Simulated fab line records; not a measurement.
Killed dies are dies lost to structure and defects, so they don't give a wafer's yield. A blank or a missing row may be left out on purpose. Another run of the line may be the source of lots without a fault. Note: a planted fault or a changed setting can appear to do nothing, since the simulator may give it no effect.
Which tool is to blame? + flow gf180mcu + Sampling: 12 lots, 36 wafers, 3 of 602 route steps

WHAT THE GAUGES READ, wafer by wafer
GF_VT_IMPLANT_OVL_MEAS_07. Usual: VT_IMPLANT_OVL gives 1.1 nm (standard deviation 1.3).
| lot  | measured     | on         | VT_IMPLANT_OVL (nm) | flag |
|------|--------------|------------|---------------------|------|
| L624 | day 5 22:04  | overlay-02 | 0.4 0.8 1.5         |      |
| L626 | day 6 06:53  | overlay-01 | -0.4 -0.7 0.7       |      |
| L627 | day 6 17:20  | overlay-02 | 0.7 0.8 0.9         |      |
| L629 | day 7 02:38  | overlay-02 | - - -               | OFF  |
| L633 | day 8 05:08  | overlay-01 | 0.8 0.3 -0.4        |      |
| L637 | day 9 08:44  | overlay-01 | -0.2 -0.9 0.2       |      |
| L640 | day 10 04:04 | overlay-01 | 0.9 0.2 0.2         |      |
| L641 | day 10 04:23 | overlay-02 | 4.8 3.4 6.2         |      |
| L642 | day 10 10:05 | overlay-01 | -0.1 0.3 -0.1       |      |
| L644 | day 11 01:07 | overlay-02 | 1.0 0.7 0.8         |      |
| L646 | day 11 11:32 | overlay-01 | 2.1 1.0 4.0         |      |
| L645 | day 11 11:50 | overlay-01 | 2.0 2.5 2.4         |      |

GF_VT_IMPLANT_TW_MEAS_10. Usual: VT_IMPLANT_TW gives 569 (standard deviation 7.9).
| lot  | measured     | on            | VT_IMPLANT_TW | flag |
|------|--------------|---------------|---------------|------|
| L624 | day 5 22:22  | film_metro-04 | 559 558 561   |      |
| L626 | day 6 07:10  | film_metro-04 | 565 564 564   |      |
| L627 | day 6 17:38  | film_metro-04 | 563 567 565   |      |
| L629 | day 7 02:55  | film_metro-04 | 30 30 30      | OFF  |
| L633 | day 8 05:26  | film_metro-03 | 575 574 573   |      |
| L637 | day 9 09:01  | film_metro-01 | 568 568 564   |      |
| L640 | day 10 04:22 | film_metro-03 | 579 580 577   |      |
| L641 | day 10 04:40 | film_metro-04 | 564 561 560   |      |
| L642 | day 10 10:22 | film_metro-03 | 576 578 578   |      |
| L644 | day 11 01:25 | film_metro-01 | 571 565 567   |      |
| L646 | day 11 11:49 | film_metro-04 | 560 558 556   |      |
| L645 | day 11 12:07 | film_metro-03 | 575 576 575   |      |

TOOL THAT RAN EACH LOT (tool first, then ch and the chambers of the sampled wafers, then the start)
| lot  | GF_VT_IMPLANT_EXPOSE_04             |
|------|-------------------------------------|
| L624 | iline_stepper-02 ch 0, day 5 15:20  |
| L626 | iline_stepper-02 ch 0, day 5 23:59  |
| L627 | iline_stepper-01 ch 0, day 6 09:59  |
| L629 | iline_stepper-01 ch 0, day 6 18:58  |
| L633 | iline_stepper-01 ch 0, day 7 21:50  |
| L637 | iline_stepper-02 ch 0, day 9 00:38  |
| L640 | iline_stepper-02 ch 0, day 9 19:53  |
| L641 | iline_stepper-01 ch 0, day 9 20:10  |
| L642 | iline_stepper-02 ch 0, day 10 01:22 |
| L644 | iline_stepper-01 ch 0, day 10 16:19 |
| L646 | iline_stepper-01 ch 0, day 11 02:13 |
| L645 | iline_stepper-01 ch 0, day 11 02:41 |
- GF_VT_IMPLANT_EXPOSE_04: exposes mask LVPWELL LV AREA, target cd 600 nm.

WHAT THE TOOLS THEMSELVES READ (means of the sampled wafers that have a number; where no wafer has one, the mark that the record gives instead)
The record holds no such reading with a usual standard deviation.

THE ANSWER, worked out from the rows above alone
Rule: a lot counts as off when the mean over its wafers that have a number is more than 3 standard deviations away from the usual mean. A lot without any number at a reading at which 4 lots or more have one is off too. Where the step has rows for the other lots, those lots are counted as sound. After the gauges, taken in route order, come the tools' own readings; for these a lot's mean is taken, as printed above. At the first step where some lot is off, the reading lying furthest off is the one used; lots without a number count as furthest.
Off: L629, seen at GF_VT_IMPLANT_OVL_MEAS_07 (VT_IMPLANT_OVL). Without a number there: L629.
A tool fits if, at a process step before that reading, it ran every lot that is off, and no sound lot after the first of them. The gauges at GF_VT_IMPLANT_OVL_MEAS_07 aren't tried: what is off there is off at GF_VT_IMPLANT_TW_MEAS_10 too, on other tools, and a gauge's error can't cause that. Of those tried, none fits.

WHAT THE SIMULATOR HAD PUT IN
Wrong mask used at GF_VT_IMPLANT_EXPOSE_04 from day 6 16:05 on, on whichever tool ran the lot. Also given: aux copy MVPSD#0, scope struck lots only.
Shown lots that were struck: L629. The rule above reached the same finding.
